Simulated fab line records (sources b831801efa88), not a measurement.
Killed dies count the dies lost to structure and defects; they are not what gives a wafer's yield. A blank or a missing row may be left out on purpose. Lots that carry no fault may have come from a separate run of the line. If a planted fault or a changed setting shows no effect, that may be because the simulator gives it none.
fab line records    flow sky130
[record] lots = 6  wafers = 18  last_day = 50
route steps=708 shown NWELL@79 PWDE@84 VT_ADJUST_HVTP@85 PAD_OPEN@708
lots that met no fault: taken from a fault-free run of the same line
start_h: hours from the record's opening day to when the first of the lot's shown wafers began    wait_h: hours elapsed since this lot's preceding step    " unchanged from the row above    L1.1+2: a row that stands for several wafers    - value missing, or start not given    * or withheld: withheld    < > ~ a bound
route shown NAME@n: names a module that has steps shown in the file, with the first one's number in the route    usual: average and standard deviation across the fault-free wafers    same: alike in all rows    chamber/n: place in a boat    sites: per-site readings    _std_site: the standard deviation of these    _edge_site: the outer-site mean with the inner-site mean subtracted    radius_mm: for every site, how far away it sits from the centre of the wafer    mask NAME#n: copy n    behind: the last tool/chamber to shape the wafer    hold: reason for holding the lot/hours on hold/outcome of the hold    device: the transistor (n, p or np) that didn't switch    end of line: tests run on the same wafers once the route is complete    step lacking rows: just its recipe    killed: count of dies lost to structure and defects at first sort (not the wafer's yield)    map: the dies of a wafer, with x for killed, . for not killed, _ for no die there
set.NAME: setting as actually run; set.NAME@STEP: the setting as run at that earlier step    model.NAME: the simulator's own value behind a step, which no gauge read
a table for each step, a row for each wafer; lots at some steps of the route
[[steps]]
[step SKY_NWELL_TW_MEAS_26]
[usual] NWELL_2_TW = 493/3.9
lot.wafer  tool           chamber  start_h  wait_h  NWELL_2_TW
L394.3     film_metro-04  -        113.88   0.1     495
L394.4     "              -        "        "       493
L394.6     "              -        "        "       494
L395.1     film_metro-04  -        120.32   0.1     493
L395.4     "              -        "        "       496
L395.6     "              -        "        "       493
L404.1     film_metro-01  -        177.82   0.1     484
L404.2     "              -        "        "       489
L404.5     "              -        "        "       490
L405.1     film_metro-01  -        186.12   0.1     492
L405.3     "              -        "        "       486
L405.5     "              -        "        "       490
L409.1     film_metro-04  -        221.87   0.1     495
L409.4     "              -        "        "       498
L409.5     "              -        "        "       497
L412.3     film_metro-04  -        231.19   0.1     497
L412.4     "              -        "        "       497
L412.6     "              -        "        "       498
[step SKY_NWELL_CLEAN_27]
[recipe] chemistry = SC1/SC2  mix = 1:4:20  temp_c = 70  time_s = 150  dry = n2_spin
[step SKY_NWELL_RTA_28]
[recipe] temp_c = 1050  time_s = 30  idle_temp_c = 650  ramp_up_c_per_s = 150  ramp_down_c_per_s = 90  ambient = N2
[usual] lamp_power_pct = 25.30/0.051  wafer_temp_C_max = 1054.9/1
lot.wafer  tool           chamber  start_h  wait_h  lamp_power_pct  wafer_temp_C_max
L394.3     rtp_anneal-02  0        114.00   0.0     25.28           1056.6
L394.4     "              0        "        "       25.35           1055.4
L394.6     "              0        "        "       25.23           1053.9
L395.1     rtp_anneal-01  0        120.43   0.0     25.25           1055.9
L395.4     "              0        "        "       25.36           1053.3
L395.6     "              0        "        "       25.35           1055.0
L404.1     rtp_anneal-02  0        177.93   0.0     25.29           1054.5
L404.2     "              0        "        "       25.27           1054.1
L404.5     "              0        "        "       25.29           1055.4
L405.1     rtp_anneal-01  0        186.23   0.0     25.30           1054.8
L405.3     "              0        "        "       25.28           1055.5
L405.5     "              0        "        "       25.35           1056.9
L409.1     rtp_anneal-02  0        221.98   0.0     25.34           1055.8
L409.4     "              0        "        "       25.41           1053.5
L409.5     "              0        "        "       25.16           1054.9
L412.3     rtp_anneal-02  0        231.31   0.0     25.19           1055.0
L412.4     "              0        "        "       25.27           1053.7
L412.6     "              0        "        "       25.19           1055.0
[step SKY_NWELL_RS_MEAS_29]
[recipe] thk_meas_gauge = four-point-probe
[usual] NWELL_RS = 624.6/1.5
lot.wafer  tool           chamber  start_h  wait_h  NWELL_RS[ohm/sq]
L394.3     film_metro-02  -        114.11   0.1     625.3
L394.4     "              -        "        "       626.0
L394.6     "              -        "        "       624.1
L395.1     film_metro-02  -        120.53   0.1     623.8
L395.4     "              -        "        "       625.1
L395.6     "              -        "        "       626.6
L404.1     film_metro-04  -        178.03   0.1     625.2
L404.2     "              -        "        "       625.5
L404.5     "              -        "        "       625.5
L405.1     film_metro-01  -        186.33   0.1     624.5
L405.3     "              -        "        "       623.7
L405.5     "              -        "        "       623.2
L409.1     film_metro-04  -        222.08   0.1     625.3
L409.4     "              -        "        "       625.2
L409.5     "              -        "        "       628.5
L412.3     film_metro-01  -        231.42   0.1     623.3
L412.4     "              -        "        "       623.5
L412.6     "              -        "        "       624.3
[step SKY_NWELL_RS_MEAS_31]
[recipe] thk_meas_gauge = four-point-probe
[usual] PWDE_RS = 5278/16
lot.wafer  tool           chamber  start_h  wait_h  PWDE_RS[ohm/sq]
L394.3     film_metro-02  -        114.35   0.1     5261
L394.4     "              -        "        "       5275
L394.6     "              -        "        "       5277
L395.1     film_metro-02  -        120.77   0.1     5273
L395.4     "              -        "        "       5290
L395.6     "              -        "        "       5311
L404.1     film_metro-04  -        178.27   0.1     5277
L404.2     "              -        "        "       5280
L404.5     "              -        "        "       5274
L405.1     film_metro-01  -        186.57   0.1     5262
L405.3     "              -        "        "       5273
L405.5     "              -        "        "       5293
L409.1     film_metro-04  -        222.32   0.1     5295
L409.4     "              -        "        "       5283
L409.5     "              -        "        "       5305
L412.3     film_metro-01  -        231.66   0.1     5273
L412.4     "              -        "        "       5271
L412.6     "              -        "        "       5284
[step SKY_VT_ADJUST_HVTP_DEHYDRATE_00]
[recipe] temp_c = 200  time_s = 60
[step SKY_VT_ADJUST_HVTP_HMDS_01]
[recipe] prime_time_s = 60  prime_temp_c = 120
[step SKY_VT_ADJUST_HVTP_COAT_02]
[recipe] resist = NOVOLAK  spin_rpm = 3000  resist_thk_nm = 1140
[step SKY_VT_ADJUST_HVTP_SOFTBAKE_03]
[recipe] temp_c = 90  time_s = 60  resist = NOVOLAK
[step SKY_VT_ADJUST_HVTP_EXPOSE_04]
[recipe] mask_id = HVTPM  na = 0.6  source_shape = conventional  sigma_outer = 0.6  polarization = unpolarized  target_cd_nm = 380  dose_mj = 140
[step SKY_VT_ADJUST_HVTP_PEB_05]
[recipe] temp_c = withheld  time_s = *  resist = NOVOLAK
[step SKY_VT_ADJUST_HVTP_DEVELOP_06]
[recipe] resist = NOVOLAK  developer = TMAH  develop_time_s = 60  dev_temp_c = 23
[usual] developer_temp_C = 22.96/0.11
lot.wafer  tool            chamber  start_h  wait_h  developer_temp_C
L394.3     litho_track-04  0        131.64   0.1     22.79
L394.4     "               0        "        "       22.77
L394.6     "               0        "        "       22.82
L395.1     litho_track-01  0        139.36   0.1     23.03
L395.4     "               0        "        "       22.86
L395.6     "               0        "        "       22.95
L404.1     litho_track-04  0        199.54   0.1     25.05
L404.2     "               0        "        "       25.15
L404.5     "               0        "        "       25.18
L405.1     litho_track-04  0        208.69   0.1     25.31
L405.3     "               0        "        "       25.29
L405.5     "               0        "        "       25.33
L409.1     litho_track-01  0        244.45   0.1     22.99
L409.4     "               0        "        "       23.08
L409.5     "               0        "        "       23.16
L412.3     litho_track-02  0        253.98   0.1     22.93
L412.4     "               0        "        "       22.97
L412.6     "               0        "        "       22.91
[step SKY_VT_ADJUST_HVTP_CD_MEAS_07]
[recipe] target_cd_nm = 380
[usual] cd_nm = 379.0/1.8
lot.wafer  tool       chamber  start_h  wait_h  cd_nm
L394.3     cd_sem-01  -        131.78   0.1     375.3
L394.4     "          -        "        "       376.5
L394.6     "          -        "        "       376.6
L395.1     cd_sem-02  -        139.51   0.1     382.4
L395.4     "          -        "        "       378.3
L395.6     "          -        "        "       379.4
L404.1     cd_sem-01  -        199.69   0.1     373.3
L404.2     "          -        "        "       370.9
L404.5     "          -        "        "       371.4
L405.1     cd_sem-02  -        208.84   0.1     369.3
L405.3     "          -        "        "       372.2
L405.5     "          -        "        "       370.9
L409.1     cd_sem-01  -        244.60   0.1     380.6
L409.4     "          -        "        "       377.7
L409.5     "          -        "        "       380.2
L412.3     cd_sem-01  -        254.12   0.1     381.2
L412.4     "          -        "        "       381.6
L412.6     "          -        "        "       383.0
[step SKY_VT_ADJUST_HVTP_OVL_MEAS_08]
[usual] VT_ADJUST_HVTP_OVL = 0.6/1.3
lot.wafer  tool        chamber  start_h  wait_h  VT_ADJUST_HVTP_OVL[nm]
L394.3     overlay-02  -        131.87   0.1     -0.9
L394.4     "           -        "        "       1.8
L394.6     "           -        "        "       1.2
L395.1     overlay-02  -        139.63   0.1     -0.2
L395.4     "           -        "        "       2.0
L395.6     "           -        "        "       -1.0
L404.1     overlay-01  -        199.81   0.1     -0.9
L404.2     "           -        "        "       -0.6
L404.5     "           -        "        "       -1.7
L405.1     overlay-02  -        208.96   0.1     -0.2
L405.3     "           -        "        "       -0.3
L405.5     "           -        "        "       0.2
L409.1     overlay-01  -        244.72   0.1     -0.2
L409.4     "           -        "        "       0.7
L409.5     "           -        "        "       1.2
L412.3     overlay-01  -        254.21   0.1     0.7
L412.4     "           -        "        "       0.9
L412.6     "           -        "        "       1.0
[step SKY_PAD_OPEN_PROBE_99]
[usual] killed_at_M0_to_M3 = 42/6.4  killed_at_M4_up = 3.0/2  killed_at_contacts = 24/5.2  killed_at_front_end = 14/4.2  killed_at_other = 0.4/0.72  killed_dies = 84/9  killed_open = 46/6.6  killed_short = 38/6
[same] gross_dies = 492  killed_at_back_side = 0
lot.wafer  tool       chamber  start_h  wait_h  killed_at_M0_to_M3  killed_at_M4_up  killed_at_contacts  killed_at_front_end  killed_at_other  killed_dies  killed_open  killed_short
L409.1     prober-02  -        1183.58  0.1     27                  3                20                  10                   0                60           31           29
L409.4     prober-02  -        1183.73  0.2     47                  0                30                  9                    0                86           46           40
L409.5     prober-02  -        1183.78  0.2     49                  0                29                  10                   1                89           46           42
// killed by level:class
L409.1 VIA1:geometric_particle:open=6 METAL1:geometric_particle:short=6 LI_CONTACT:geometric_particle:open=5 CONTACT:geometric_particle:open=5 METAL2:geometric_particle:short=5 CONTACT:geometric_particle:short=4 FIELD_ISO:geometric_particle:short=3 POLY_GATE:geometric_particle:open=3
L409.4 VIA1:geometric_particle:open=13 VIA2:geometric_particle:open=8 LOCAL_INTERCONNECT:geometric_particle:short=7 VIA3:geometric_particle:open=7 CONTACT:geometric_particle:short=6 CONTACT:geometric_particle:open=6 METAL2:geometric_particle:short=6 LI_CONTACT:geometric_particle:short=5
L409.5 VIA1:geometric_particle:open=8 CONTACT:geometric_particle:open=8 METAL1:geometric_particle:short=8 VIA1:geometric_particle:short=8 VIA3:geometric_particle:open=8 LI_CONTACT:geometric_particle:open=7 METAL2:geometric_particle:short=5 FIELD_ISO:geometric_particle:short=4
[[key]]
[first_sign] step = SKY_VT_ADJUST_HVTP_DEVELOP_06  reading = developer_temp_C  direction = up  sigmas = 20  usual = *  struck = *
[effect] step = SKY_VT_ADJUST_HVTP_CD_MEAS_07  reading = cd_nm  direction = down  sigmas = 4.4  usual = 379.0  struck = 371.3
met_at SKY_VT_ADJUST_HVTP_DEVELOP_06
struck_wafers L404.1,L404.2,L404.5,L405.1,L405.3,L405.5
tester_left_out L404,L405
onset_between 131.64 199.54
[fault] kind = process_parameter_drift  tool = litho_track-04  chamber = -  onset_h = 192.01  steps = SKY_VT_ADJUST_HVTP_DEVELOP_06  channel = dev_temp_c  offset = *  shape = step  end_h = 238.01  acts_in = *  stated = *
// tester_left_out: of these lots the tester's yield and bins aren't shown, on N5 and GAA mostly nor the transistor test; their killed dies are dies lost to structure and defects alone, not to doping, threshold or leakage, so they don't give the yield
